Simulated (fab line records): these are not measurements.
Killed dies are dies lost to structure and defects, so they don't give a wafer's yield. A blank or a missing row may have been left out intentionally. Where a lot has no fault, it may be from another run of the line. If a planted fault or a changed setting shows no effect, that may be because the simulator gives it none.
The tool behind it: which one? ; flow sfq_line ; 42 wafers from 14 lots sampled at 6 of the route's 325 steps

## WHAT THE GAUGES READ, wafer by wafer
The record lacks any reading of a measuring or inspecting step that a usual standard deviation could be used to judge.

## WHAT TOOL EACH LOT RAN ON (gives the tool, then ch and the chambers of the sampled wafers, and finally the start)
lot;SFQ_TRILAYER_L0_STRIP_STRIP_009;SFQ_TRILAYER_L0_VIA_BARC_OPEN_VIA_ETCH_021;SFQ_TRILAYER_L0_VIA_ETCH_VIA_ETCH_016;SFQ_TRILAYER_M0_LITHO_EXPOSE_022;SFQ_TRILAYER_I3_DEP_PECVD_081;SFQ_TRILAYER_JJ_CE_METRO_MEASURE_117
L560;rie_metal-01 ch 0,1, day 5 13:57;rie_diel-04 ch 0,1,3, day 9 11:49;rie_diel-04 ch 0,1,3, day 9 11:52;krf_scanner-02 ch 0, day 14 08:47;pecvd-02 ch 0,1,2, day 39 16:54;cd_sem-01, day 52 00:34
L561;rie_metal-02 ch 0,1, day 5 18:33;rie_diel-04 ch 0,2,3, day 9 19:01;rie_diel-04 ch 0,2,3, day 9 19:04;krf_scanner-02 ch 0, day 14 19:11;pecvd-04 ch 1,2, day 39 20:29;cd_sem-02, day 52 03:36
L562;rie_metal-02 ch 0,1, day 5 22:21;rie_diel-01 ch 0,1,3, day 9 22:37;rie_diel-01 ch 0,1,3, day 9 22:40;krf_scanner-02 ch 0, day 14 20:59;pecvd-02 ch 0,1,2, day 39 22:56;cd_sem-01, day 52 05:24
L563;rie_metal-04 ch 0, day 5 23:21;rie_diel-01 ch 0,1,3, day 10 03:33;rie_diel-01 ch 0,1,3, day 10 03:35;krf_scanner-02 ch 0, day 14 21:35;pecvd-02 ch 0,2, day 40 01:18;cd_sem-02, day 52 07:19
L564;rie_metal-02 ch 0,1, day 6 00:45;rie_diel-03 ch 0,1,2, day 10 05:57;rie_diel-03 ch 0,1,2, day 10 05:59;krf_scanner-02 ch 0, day 14 23:11;pecvd-04 ch 0,2, day 40 02:32;cd_sem-01, day 52 13:34
L565;rie_metal-04 ch 0,1, day 6 04:09;rie_diel-04 ch 0,1,2, day 10 13:16;rie_diel-04 ch 0,1,2, day 10 13:19;krf_scanner-02 ch 0, day 15 00:11;pecvd-04 ch 0,2, day 40 07:17;cd_sem-02, day 52 17:06
L567;rie_metal-01 ch 0,1, day 6 14:57;rie_diel-01 ch 0,2,3, day 10 21:40;rie_diel-01 ch 0,2,3, day 10 21:43;krf_scanner-02 ch 0, day 15 02:23;pecvd-02 ch 0,1,2, day 40 15:17;cd_sem-02, day 53 04:10
L572;rie_metal-04 ch 0,1, day 7 18:35;rie_diel-01 ch 0,3, day 12 05:00;rie_diel-01 ch 0,3, day 12 05:02;krf_scanner-02, day 17 08:07;pecvd-02 ch 0,1,2, day 43 06:04;cd_sem-01, day 56 08:37
L573;rie_metal-04 ch 0,1, day 8 01:47;rie_diel-03 ch 0,1, day 12 14:36;rie_diel-03 ch 0,1, day 12 14:38;krf_scanner-02, day 17 16:31;pecvd-04 ch 0,1,2, day 43 08:40;cd_sem-02, day 56 11:01
L577;rie_metal-01 ch 0,1, day 8 23:53;rie_diel-01 ch 0,1, day 13 17:00;rie_diel-01 ch 0,1, day 13 17:02;krf_scanner-01 ch 0, day 19 08:57;pecvd-01 ch 1,2, day 44 19:16;cd_sem-02, day 57 23:04
L579;rie_metal-04 ch 0,1, day 9 16:41;rie_diel-01 ch 0,2,3, day 14 18:19;rie_diel-01 ch 0,2,3, day 14 18:22;krf_scanner-01 ch 0, day 20 10:21;pecvd-01 ch 0,1,2, day 45 15:36;cd_sem-02, day 58 13:40
L580;rie_metal-01 ch 0,1, day 9 21:29;rie_diel-03 ch 0,2,3, day 14 23:56;rie_diel-03 ch 0,2,3, day 14 23:58;krf_scanner-01 ch 0, day 20 17:33;pecvd-02 ch 1,2, day 45 20:25;cd_sem-01, day 58 20:40
L581;rie_metal-02 ch 0, day 10 08:31;rie_diel-03 ch 0,2, day 15 10:44;rie_diel-03 ch 0,2, day 15 10:46;krf_scanner-02 ch 0, day 21 11:28;pecvd-04 ch 0,1, day 47 02:34;cd_sem-02, day 63 03:41
L582;rie_metal-01 ch 0,1, day 10 15:44;rie_diel-04 ch 0,1,3, day 15 19:08;rie_diel-04 ch 0,1,3, day 15 19:10;krf_scanner-02 ch 0, day 21 22:28;pecvd-01 ch 0,1,2, day 47 09:36;cd_sem-01, day 63 12:25
- SFQ_TRILAYER_L0_STRIP_STRIP_009: strips in O2.
- SFQ_TRILAYER_L0_VIA_BARC_OPEN_VIA_ETCH_021: etches BARC in O2, target depth 125 nm, time 41.7 s.
- SFQ_TRILAYER_L0_VIA_ETCH_VIA_ETCH_016: etches SiO2 in CHF3, stops on MoNx KI, target depth 80 nm.
- SFQ_TRILAYER_M0_LITHO_EXPOSE_022: exposes mask M0, target cd 500 nm.
- SFQ_TRILAYER_I3_DEP_PECVD_081: deposits SiO2 from SiH4/N2O, time 111.11 s, target thk 500 nm.
- SFQ_TRILAYER_JJ_CE_METRO_MEASURE_117

## WHAT THE TOOLS THEMSELVES READ (means of the sampled wafers that have a number; where no wafer has one, the mark that the record gives instead)
SFQ_TRILAYER_L0_STRIP_STRIP_009.
lot;tool;drypump_motor_current_A (A);oes_product_au (a.u.)
L560;rie_metal-01;5.9;1.002
L561;rie_metal-02;5.5;0.997
L562;rie_metal-02;5.5;1.004
L563;rie_metal-04;6.2;1.003
L564;rie_metal-02;5.9;0.994
L565;rie_metal-04;6.2;1.009
L567;rie_metal-01;6.2;1.001
L572;rie_metal-04;6.2;1.004
L573;rie_metal-04;6.2;1.008
L577;rie_metal-01;5.8;0.991
L579;rie_metal-04;6.2;1.017
L580;rie_metal-01;5.8;0.997
L581;rie_metal-02;6.3;0.993
L582;rie_metal-01;6.2;0.992

SFQ_TRILAYER_L0_VIA_BARC_OPEN_VIA_ETCH_021.
lot;tool;bias_w (W);chamber_pressure_mTorr (mTorr);drypump_motor_current_A (A);oes_product_au (a.u.)
L560;rie_diel-04;79.94;30.021;5.5;0.688
L561;rie_diel-04;79.91;30.013;6.1;0.685
L562;rie_diel-01;79.85;30.003;6.1;0.688
L563;rie_diel-01;80.01;30.012;6.0;0.684
L564;rie_diel-03;80.01;30.012;5.4;0.687
L565;rie_diel-04;80.14;29.992;5.6;0.686
L567;rie_diel-01;79.95;30.007;6.2;0.684
L572;rie_diel-01;-;-;-;-
L573;rie_diel-03;-;-;-;-
L577;rie_diel-01;80.00;29.988;6.0;0.686
L579;rie_diel-01;80.10;30.008;6.2;0.680
L580;rie_diel-03;79.95;29.997;5.8;0.684
L581;rie_diel-03;80.04;29.999;5.8;0.689
L582;rie_diel-04;79.90;30.014;5.5;0.678

SFQ_TRILAYER_L0_VIA_ETCH_VIA_ETCH_016.
lot;tool;bias_w (W);chamber_pressure_mTorr (mTorr);drypump_motor_current_A (A);oes_product_au (a.u.)
L560;rie_diel-04;80.11;29.996;5.5;0.846
L561;rie_diel-04;79.84;30.028;6.1;0.853
L562;rie_diel-01;80.10;29.978;6.1;0.842
L563;rie_diel-01;79.98;30.008;6.1;0.848
L564;rie_diel-03;79.92;30.013;5.4;0.837
L565;rie_diel-04;80.09;30.006;5.7;0.834
L567;rie_diel-01;79.65;29.988;6.2;0.846
L572;rie_diel-01;80.10;29.973;6.1;0.376
L573;rie_diel-03;79.99;30.020;5.2;0.377
L577;rie_diel-01;79.84;30.000;6.0;0.840
L579;rie_diel-01;80.05;29.988;6.2;0.841
L580;rie_diel-03;80.07;29.990;5.8;0.841
L581;rie_diel-03;80.01;30.016;5.7;0.843
L582;rie_diel-04;79.86;30.027;5.5;0.840

SFQ_TRILAYER_M0_LITHO_EXPOSE_022.
lot;tool;exposure_dose_mJ_cm2;focus_offset_nm (nm)
L560;krf_scanner-02;14.420;0.1
L561;krf_scanner-02;14.399;0.6
L562;krf_scanner-02;14.400;0.0
L563;krf_scanner-02;14.393;0.2
L564;krf_scanner-02;14.399;-0.2
L565;krf_scanner-02;14.402;0.3
L567;krf_scanner-02;14.410;0.1
L572;krf_scanner-02;-;-
L573;krf_scanner-02;-;-
L577;krf_scanner-01;14.373;0.4
L579;krf_scanner-01;14.396;0.1
L580;krf_scanner-01;14.399;0.3
L581;krf_scanner-02;14.400;-0.0
L582;krf_scanner-02;14.393;1.0

SFQ_TRILAYER_I3_DEP_PECVD_081.
lot;tool;heater_power_w (W);throttle_valve_pct (%)
L560;pecvd-02;79;26.1
L561;pecvd-04;76;24.2
L562;pecvd-02;85;26.0
L563;pecvd-02;86;25.4
L564;pecvd-04;80;23.9
L565;pecvd-04;77;24.0
L567;pecvd-02;83;26.3
L572;pecvd-02;78;26.0
L573;pecvd-04;74;24.5
L577;pecvd-01;89;23.5
L579;pecvd-01;92;23.6
L580;pecvd-02;88;26.9
L581;pecvd-04;70;25.3
L582;pecvd-01;90;23.6

SFQ_TRILAYER_JJ_CE_METRO_MEASURE_117.
lot;tool;cd_nm (nm)
L560;cd_sem-01;699.6
L561;cd_sem-02;699.4
L562;cd_sem-01;697.7
L563;cd_sem-02;699.8
L564;cd_sem-01;699.3
L565;cd_sem-02;698.2
L567;cd_sem-02;700.4
L572;cd_sem-01;-
L573;cd_sem-02;-
L577;cd_sem-02;699.9
L579;cd_sem-02;701.7
L580;cd_sem-01;700.4
L581;cd_sem-02;699.5
L582;cd_sem-01;698.3

## THE ANSWER, worked out from the rows above alone
Rule: usual is defined by the lots themselves. The widest of any qualifying gaps counts: lots, ordered by their means at a reading, are off when they make up no more than a third of the lots, leave a main group of 4 or more, and stand apart from it by 3 or more times the standard deviation of that group's means. A main group whose means are all the same, to the digits that the tables above print for the reading, isn't used. Also off: a lot with no number at a reading for which 4 or more lots have one. Where the step has rows for the other lots, those lots are counted as sound. First the gauges in route order, then the tools' own readings, where a lot's mean is used as printed above. At the first step where some lot is off, the reading lying furthest off is the one used; lots without a number count as furthest.
Off: L572, L573, at SFQ_TRILAYER_L0_VIA_BARC_OPEN_VIA_ETCH_021 (bias_w). Without a number there: L572, L573. For the main group the mean is 79.98 W and the standard deviation 0.08.
A tool fits if, at that step or a process step before it, it ran every lot that is off, and no sound lot after the first of them. Of those tried, none fits.

## WHAT WAS PUT IN BY THE SIMULATOR
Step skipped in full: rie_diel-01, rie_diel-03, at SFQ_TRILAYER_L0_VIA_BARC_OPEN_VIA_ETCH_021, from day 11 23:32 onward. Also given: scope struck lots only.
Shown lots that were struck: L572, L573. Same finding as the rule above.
